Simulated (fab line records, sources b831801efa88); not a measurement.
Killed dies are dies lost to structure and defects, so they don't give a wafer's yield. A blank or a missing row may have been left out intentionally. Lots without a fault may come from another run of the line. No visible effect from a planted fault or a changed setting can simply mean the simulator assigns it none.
Which tool did it? + flow gf180mcu + 12 lots, 36 wafers sampled, at 2 steps of a route of 602

== WHAT THE GAUGES SHOWED, per wafer ==
GF_V1_THK_MEAS_03. Usual: V1_CVD_02_THK 887 nm, standard deviation 11.
| lot  | measured     | on            | V1_CVD_02_THK (nm) | flag |
|------|--------------|---------------|--------------------|------|
| L699 | day 18 06:40 | film-metro-03 | 883 888 901        |      |
| L700 | day 18 16:28 | film-metro-04 | 881 885 893        |      |
| L701 | day 18 16:58 | film-metro-03 | 881 886 887        |      |
| L704 | day 19 09:36 | film-metro-03 | 873 881 919        |      |
| L706 | day 20 05:52 | film-metro-04 | 880 869 901        |      |
| L707 | day 20 14:05 | film-metro-04 | 873 874 891        |      |
| L713 | day 22 16:37 | film-metro-04 | 873 894 883        |      |
| L714 | day 22 23:13 | film-metro-01 | 876 905 910        |      |
| L716 | day 23 16:49 | film-metro-04 | 876 876 896        |      |
| L719 | day 24 09:36 | film-metro-03 | 886 874 895        |      |
| L720 | day 24 18:04 | film-metro-01 | 878 884 897        |      |
| L721 | day 24 23:32 | film-metro-03 | 896 900 899        |      |

== WHICH TOOL RAN EACH LOT (tool, then ch and the chambers of the sampled wafers, then the start) ==
| lot  | GF_M1_METAL_ETCH_16               |
|------|-----------------------------------|
| L699 | rie-metal-01 ch 0, day 18 05:48   |
| L700 | rie-metal-02 ch 0,1, day 18 15:20 |
| L701 | rie-metal-01 ch 0, day 18 16:03   |
| L704 | rie-metal-01 ch 0,1, day 19 08:45 |
| L706 | rie-metal-02 ch 0,1, day 20 04:56 |
| L707 | rie-metal-02 ch 0,1, day 20 13:11 |
| L713 | rie-metal-04 ch 0,1, day 22 15:47 |
| L714 | rie-metal-01 ch 0,1, day 22 22:21 |
| L716 | rie-metal-02 ch 0,1, day 23 15:56 |
| L719 | rie-metal-01 ch 0,1, day 24 08:44 |
| L720 | rie-metal-01 ch 0,1, day 24 17:12 |
| L721 | rie-metal-02 ch 0,1, day 24 22:41 |
- GF_M1_METAL_ETCH_16: etches the open film in Cl2/BCl3, stops on SiO2, target depth 627.5 nm, time 104.6 s.

== WHAT THE TOOLS THEMSELVES READ (means of the sampled wafers that have a number; where no wafer has one, the mark that the record gives instead) ==
GF_M1_METAL_ETCH_16. Usual: drypump-motor-current-A 6.0 A, standard deviation 0.35; oes-product-au 0.975 a.u., standard deviation 0.0065; throttle-valve-pct 28.248 %, standard deviation 0.01.
| lot  | tool         | drypump-motor-current-A (A) | oes-product-au (a.u.) | throttle-valve-pct (%) | flag |
|------|--------------|-----------------------------|-----------------------|------------------------|------|
| L699 | rie-metal-01 | 6.6                         | 0.978                 | 28.252                 |      |
| L700 | rie-metal-02 | 6.0                         | 0.982                 | 28.233                 |      |
| L701 | rie-metal-01 | 6.6                         | 0.971                 | 28.262                 |      |
| L704 | rie-metal-01 | 6.3                         | 0.970                 | 28.243                 |      |
| L706 | rie-metal-02 | 6.0                         | 0.971                 | 28.253                 |      |
| L707 | rie-metal-02 | 6.0                         | 0.973                 | 28.244                 |      |
| L713 | rie-metal-04 | 5.7                         | 0.983                 | 28.242                 |      |
| L714 | rie-metal-01 | 6.1                         | 0.969                 | 28.256                 |      |
| L716 | rie-metal-02 | 6.0                         | 0.971                 | 28.244                 |      |
| L719 | rie-metal-01 | 6.3                         | 0.972                 | 28.247                 |      |
| L720 | rie-metal-01 | 6.3                         | 0.979                 | 28.247                 |      |
| L721 | rie-metal-02 | 5.9                         | 0.977                 | 28.242                 |      |

== THE ANSWER, worked out from the rows above alone ==
Rule: lot off if the mean of its wafers having a number is beyond 3 standard deviations from the usual mean. A lot without any number at a reading at which 4 lots or more have one is off too. The other lots that the step has rows for count as sound. Order of review: gauges by route order, followed by the tools' own readings, for which a lot's mean as printed above is used. At the first step where some lot is off, the reading lying furthest off is the one used; lots without a number count as furthest.
Across all readings shown, no lot is off: no conclusion can be drawn from this.

== WHAT THE SIMULATOR PUT IN ==
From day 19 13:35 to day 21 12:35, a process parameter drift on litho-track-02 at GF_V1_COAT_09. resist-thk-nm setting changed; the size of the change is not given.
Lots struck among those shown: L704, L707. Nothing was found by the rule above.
